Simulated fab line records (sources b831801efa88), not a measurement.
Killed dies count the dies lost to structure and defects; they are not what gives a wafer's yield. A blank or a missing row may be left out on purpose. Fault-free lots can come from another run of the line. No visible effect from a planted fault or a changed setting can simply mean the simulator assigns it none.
A struck lot beside a sound one    flow gf180mcu    19 steps out of a route of 602
Sound: wafers L816.3, L816.4, L816.5. Struck: wafer L830.3 (L830.1, L830.5, from the same lot, were not struck and are left out); the cause is given at the end.
For every step that has rows: the tool of each side, followed by ch and its chambers, followed by its first start. Under that, the readings that differ: sound wafers    struck wafers    difference of the means    sigmas: that difference in standard deviations of wafers without a fault.
alike: readings whose means differ by less than 2 such deviations, and words and numbers that are the same on both sides. not compared: withheld readings, readings that some wafer has no value for, bounds like >300 that may hide the same value, and numbers for which the record gives no deviation and whose values overlap.
Wherever a step has rows on one side only, a row that says differs or no value, or a row with sigmas, the two part there. Numbers that don't overlap but have no deviation are shown without sigmas and don't part them. A reading that every wafer of one side lacks parts them only if that side has two wafers or more.

first, 1 step without rows for these wafers: GF_V2_ETCH_17 (etches SiO2 in C4F8/O2/Ar, stops on TiN, target depth 630 nm).
GF_V2_STRIP_18: strips in O2/N2.
  sound on plasma asher-01 ch 0,1, day 20 06:58; struck on plasma asher-02 ch 1, day 25 06:38
reading                sound              struck  difference  sigmas
oes product au (a.u.)  0.594 0.602 0.596  0.577   -0.020      -5
  alike: drypump motor current A, heater power w
  not compared: rf hours counter h
then, 4 steps without rows for these wafers: GF_V2_STRIP_19 (strips in post etch residue remover, time 1200 s); GF_V2_CLEAN_20 (cleans in DIW); GF_V2_SPUTTER_21 (material Ti, target thk 15 nm, time 80.02 s); GF_V2_SPUTTER_22 (material TiN, target thk 10 nm, time 40 s).
GF_V2_CVD_23: deposits W, target thk 350 nm, time 104.94 s.
  sound on cvd w-01 ch 0,1, day 20 07:37; struck on cvd w-02 ch 0, day 25 07:19
  alike: heater power w
GF_V2_RS_MEAS_24: measures by four-point-probe.
  sound on film metro-01 at day 20 07:44; struck on film metro-02 at day 25 07:26
  alike: V2_W_RS
GF_V2_THK_MEAS_25: measures by xrf.
  sound on film metro-01 at day 20 07:50; struck on film metro-02 at day 25 07:33
  alike: V2_W_THK
then, 1 step without rows for these wafers: GF_V2_CMP_26 (polishes, stops on SiO2, t overpolish 15 s, target thk 0 nm).
GF_M3_SPUTTER_00: material Ti, target thk 37.5 nm, time 150 s.
  sound on pvd sputter-02 at day 20 08:10; struck on pvd sputter-02 at day 25 07:55
  alike: throttle valve pct
GF_M3_SPUTTER_01: material TiN, target thk 30 nm, time 25 s.
  sound on pvd sputter-02 at day 20 08:16; struck on pvd sputter-02 at day 25 08:01
  alike: throttle valve pct
GF_M3_SPUTTER_02: material AlCu, target thk 450 nm, time 23.9 s.
  sound on pvd sputter-02 at day 20 08:18; struck on pvd sputter-02 at day 25 08:04
reading                                  sound              struck  difference  sigmas
model.AlCu_of_M3_SPUTTER_02.thk nm (nm)  449.1 445.5 445.6  605.4   +158.7      
  alike: throttle valve pct
then, 1 step without rows for these wafers: GF_M3_SPUTTER_03 (material Ti, target thk 10 nm, time 6.7 s).
GF_M3_SPUTTER_04: material TiN, target thk 50 nm, time 41.7 s.
  sound on pvd sputter-02 at day 20 08:21; struck on pvd sputter-02 at day 25 08:07
  alike: throttle valve pct
GF_M3_RS_MEAS_05: measures by four-point-probe.
  sound on film metro-04 at day 20 08:26; struck on film metro-04 at day 25 08:10
reading              sound                 struck  difference  sigmas
M3_ALCU_RS (ohm/sq)  0.0698 0.0704 0.0703  0.0517  -0.0185     -20
GF_M3_THK_MEAS_06: measures by xrf.
  sound on film metro-04 at day 20 08:32; struck on film metro-04 at day 25 08:17
reading           sound        struck  difference  sigmas
M3_ALCU_THK (nm)  441 438 437  593     +154        +24
then, 1 step without rows for these wafers: GF_M3_DEHYDRATE_07 (time 60 s).
GF_PASSIVATION_PROBE_99:
  sound wafers here have rows in the record (prober-02, day 29 01:20); struck ones have none

## WHERE THEY PART
At GF_V2_STRIP_18 first; at GF_PASSIVATION_PROBE_99 last (within this record only).

WHY: whatever the simulator had introduced
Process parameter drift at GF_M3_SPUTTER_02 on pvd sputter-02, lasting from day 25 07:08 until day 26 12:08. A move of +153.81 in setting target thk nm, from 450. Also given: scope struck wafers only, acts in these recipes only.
